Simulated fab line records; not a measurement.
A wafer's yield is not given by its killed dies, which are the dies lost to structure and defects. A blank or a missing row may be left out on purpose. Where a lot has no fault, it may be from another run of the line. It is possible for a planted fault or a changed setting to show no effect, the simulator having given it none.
Comparing a struck lot with a sound one -- flow sky130 -- 15 out of 708 route steps
Sound: the wafers L139.2, L139.3, L139.4. Wafers struck: L151.2, L151.3, L151.6. The cause comes at the end.
Per side, at each step with rows, come the tool, then ch with its chambers, and then its first start. Under that, the readings that differ: sound wafers -- struck wafers -- difference of the means -- sigmas: that difference in standard deviations of wafers without a fault.
alike: readings with means less than 2 such deviations apart, plus words and numbers identical on both sides. not compared: withheld readings, readings lacking a value on some wafer, bounds such as >300 that could conceal the same value, and numbers that have no deviation in the record and whose values overlap.
A row with sigmas, a row that says differs or no value, or rows on one side alone: a step with any of these is where the two part. Non-overlapping numbers with no deviation appear without sigmas and do not part them. A reading missing from all wafers of one side parts the sides only when that side holds two or more wafers.

first, 2 steps without rows for these wafers: SKY_METAL2_CLEAN_23 (cleans in O3/DIW); SKY_VIA2_HDPCVD_00 (deposits SiO2, target thk 1180 nm, time 196.7 s).
SKY_VIA2_THK_MEAS_01:
  sound on film_metro-03, day 35 19:48; struck on film_metro-01, day 39 11:43
  alike: VIA2_HDPCVD_THK
SKY_VIA2_CMP_02: polishes SiO2.
  sound on cmp-01 ch 0,1,2, day 35 19:55; struck on cmp-01 ch 0,3, day 39 12:01
  alike: motor_current_A
SKY_VIA2_BOW_MEAS_03:
  sound on film_metro-03, day 35 20:14; struck on film_metro-03, day 39 12:20
  alike: VIA2_BOW
then, 7 steps without rows for these wafers: SKY_VIA2_DEHYDRATE_04 (time 60 s); SKY_VIA2_HMDS_05 (prime time 60 s); SKY_VIA2_COAT_06 (resist thk 60 nm); SKY_VIA2_COAT_07 (resist thk 450 nm); SKY_VIA2_SOFTBAKE_08 (time 90 s); SKY_VIA2_EXPOSE_09 (exposes mask VIM2, target cd 200 nm); SKY_VIA2_PEB_10.
SKY_VIA2_DEVELOP_11: develop time 60 s.
  sound on litho_track-02 ch 0, day 36 22:00; struck on litho_track-04 ch 0, day 40 12:00
reading,sound,struck,difference,sigmas
developer_temp_C (C),20.90 20.72 20.98,20.42 20.19 20.42,-0.52,-5
  alike: resist_line_temp_C
SKY_VIA2_CD_MEAS_12: the cd target is 200 nm.
  sound on cd_sem-02, day 36 22:31; struck on cd_sem-02, day 40 12:29
  alike: cd_nm
-- the record jumps here: 9 days lie between the struck wafers' starts before and after (it left off in module VIA2 and takes up again in module PAD_OPEN, whose first step shown is number 708 of the route) --
SKY_PAD_OPEN_PROBE_99:
  sound on prober-01, day 46 08:08; struck on prober-01, day 49 02:14
  alike: defect_limited_yield, killed_at_M0_to_M3, killed_at_M4_up, killed_at_contacts, killed_at_front_end, killed_at_other, killed_dies, killed_open, killed_short, sort_bin_3_pad_short, sort_bin_5_function, sort_bin_6_memory, sort_n_pass, sort_yield_pct

== WHERE THEY PART ==
At SKY_VIA2_DEVELOP_11 and nowhere else, as far as this record goes. Later steps at which nothing parts them and some readings are alike: SKY_VIA2_CD_MEAS_12, SKY_PAD_OPEN_PROBE_99.

WHY: whatever the simulator had introduced
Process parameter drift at SKY_VIA2_DEVELOP_11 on litho_track-04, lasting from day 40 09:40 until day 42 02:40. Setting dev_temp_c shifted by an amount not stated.
